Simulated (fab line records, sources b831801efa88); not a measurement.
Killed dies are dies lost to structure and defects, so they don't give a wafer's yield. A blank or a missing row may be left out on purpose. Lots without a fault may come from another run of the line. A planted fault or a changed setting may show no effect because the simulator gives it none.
Which tool did it? | flow sky130 | 12 lots, 36 wafers sampled, at 2 steps of a route of 708

WHAT THE GAUGES READ, wafer by wafer
SKY_METAL3_CD_MEAS_13: target cd 300 nm.
lot  | measured     | on        | cd_nm (nm)
L075 | day 38 15:08 | cd_sem-01 | 298.9 297.2 297.8
L077 | day 39 11:56 | cd_sem-02 | 299.8 300.4 300.5
L079 | day 40 01:41 | cd_sem-02 | 302.5 301.1 299.9
L081 | day 40 15:44 | cd_sem-02 | 299.2 300.3 301.3
L083 | day 41 07:32 | cd_sem-02 | 302.7 303.5 302.4
L085 | day 41 16:07 | cd_sem-01 | 301.1 300.5 298.9
L087 | day 42 11:46 | cd_sem-02 | 299.5 300.6 300.0
L089 | day 43 06:36 | cd_sem-02 | 299.4 299.8 300.6
L091 | day 44 01:55 | cd_sem-02 | 302.7 301.6 301.8
L093 | day 44 09:26 | cd_sem-02 | 298.9 299.4 299.0
L095 | day 44 16:04 | cd_sem-02 | 302.8 302.6 301.8
L096 | day 45 00:37 | cd_sem-02 | 301.2 300.4 301.6

WHICH TOOL RAN EACH LOT (tool, then ch and the chambers of the sampled wafers, then the start)
lot  | SKY_CAPM_METAL_ETCH_13
L075 | rie_metal-03 ch 1, day 37 12:11
L077 | rie_metal-01 ch 1, day 38 10:32
L079 | rie_metal-01 ch 0,1, day 39 00:16
L081 | rie_metal-01 ch 0,1, day 39 15:07
L083 | rie_metal-03 ch 0,1, day 40 06:31
L085 | rie_metal-01 ch 0,1, day 40 15:28
L087 | rie_metal-03 ch 0, day 41 11:04
L089 | rie_metal-01 ch 0,1, day 42 07:04
L091 | rie_metal-02 ch 1, day 43 03:07
L093 | rie_metal-01 ch 0,1, day 43 10:23
L095 | rie_metal-01 ch 0,1, day 43 16:49
L096 | rie_metal-01 ch 0,1, day 44 02:32
- SKY_CAPM_METAL_ETCH_13: etches TiN in Cl2/BCl3, stops on SiO2, target depth 220 nm, time 62.9 s.

THE ANSWER, worked out from the rows above alone
Rule: what is usual is taken from the lots themselves. Put in order of their means at a reading, lots are off if they are a third of the lots or fewer, leave a main group of 4 or more, and stand apart from it by a gap of 3 or more times the standard deviation of the main group's means; of several such gaps the widest counts. A main group whose means are all the same, to the digits that the tables above print for the reading, isn't used. A lot without any number at a reading at which 4 lots or more have one is off too. The other lots that the step has rows for count as sound.
No lot is off at any reading shown: from this, nothing can be told.

WHAT THE SIMULATOR HAD PUT IN
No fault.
